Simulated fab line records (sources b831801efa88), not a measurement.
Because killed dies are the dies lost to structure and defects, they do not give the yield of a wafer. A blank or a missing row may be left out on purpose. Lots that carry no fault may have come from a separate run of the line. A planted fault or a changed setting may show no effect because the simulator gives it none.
Code-filled problem report in 8D (eight disciplines) form :: flow gf180mcu :: the parts of the form that need people (team, actions taken, sign-off) are left out

1. THE ISSUE
Mean of run_length_s at GF_VT_IMPLANT_WET_ETCH_50: 127 s across 9 wafers in 3 lots; on wafers with no fault it is 428 s (standard deviation 3.8). That is -79 standard deviations from the usual mean.
The step: etches SiO2 in dHF, target depth 20 nm, time 400 s.
Seen first at day 8 08:29 on wet_bench-03, wafer L549.2. The record has a number at this step for 15 wafers belonging to 5 lots. Rule for "out" (also "out of limits"): further than 4 standard deviations from the usual mean. All remaining wafers that have a number are taken as sound.

2. WHAT IT IS, AND WHAT IT ISN'T
question: which readings at this step
is: run_length_s
is not: -

question: which lots
is: L549, L550, L552
is not: L565, L568

question: which wafers of those lots
is: all that have a number
is not: -

question: read on which tools
is: wet_bench-03
is not: wet_bench-02

question: when
is: from day 8 08:29
is not: up to then (0 sound wafers); but 6 sound wafers of L565, L568 came after

3. THE SUSPECTS, EACH WITH WHAT RULES IT OUT
Counting: a tool stays on the suspect list if, at a process step up to the reading, it processed all lots that are out and no sound lot following the first of them.
- wet_bench-03 at GF_VT_IMPLANT_WET_ETCH_50 (etches SiO2 in dHF, target depth 20 nm, time 400 s): ruled out as a lasting fault. Sound lots L568 ran on it after its first lot that is out, L549 (day 8 08:29).
Left after counting: nothing in the record.

4. THE CAUSE (what the simulator had put in)
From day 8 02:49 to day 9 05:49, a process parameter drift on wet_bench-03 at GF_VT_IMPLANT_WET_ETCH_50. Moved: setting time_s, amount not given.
Counting ruled it out, wrongly.

5. THE EFFECT CHAIN, in route order
Each row: a reading where the mean over the struck wafers with a number is more than 3 standard deviations away from the usual. Only readings whose record carries a usual standard deviation are examined. hours: median over the lots of the time between each lot's start at the first step of this table that gives one and its start at this step. sigmas: the change, counted in usual standard deviations.
hours: 0
step: GF_VT_IMPLANT_WET_ETCH_50
reading: run_length_s
usual: 428 s
on struck wafers: 127
change: -301
sigmas: -79
It contains these process steps:
- GF_VT_IMPLANT_WET_ETCH_50: etches SiO2 in dHF, target depth 20 nm, time 400 s.

6. WHAT WOULD HAVE CAUGHT IT SOONER
In this record no reading fell out of limits until day 8 08:29, 6 hours after the fault had begun at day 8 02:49.
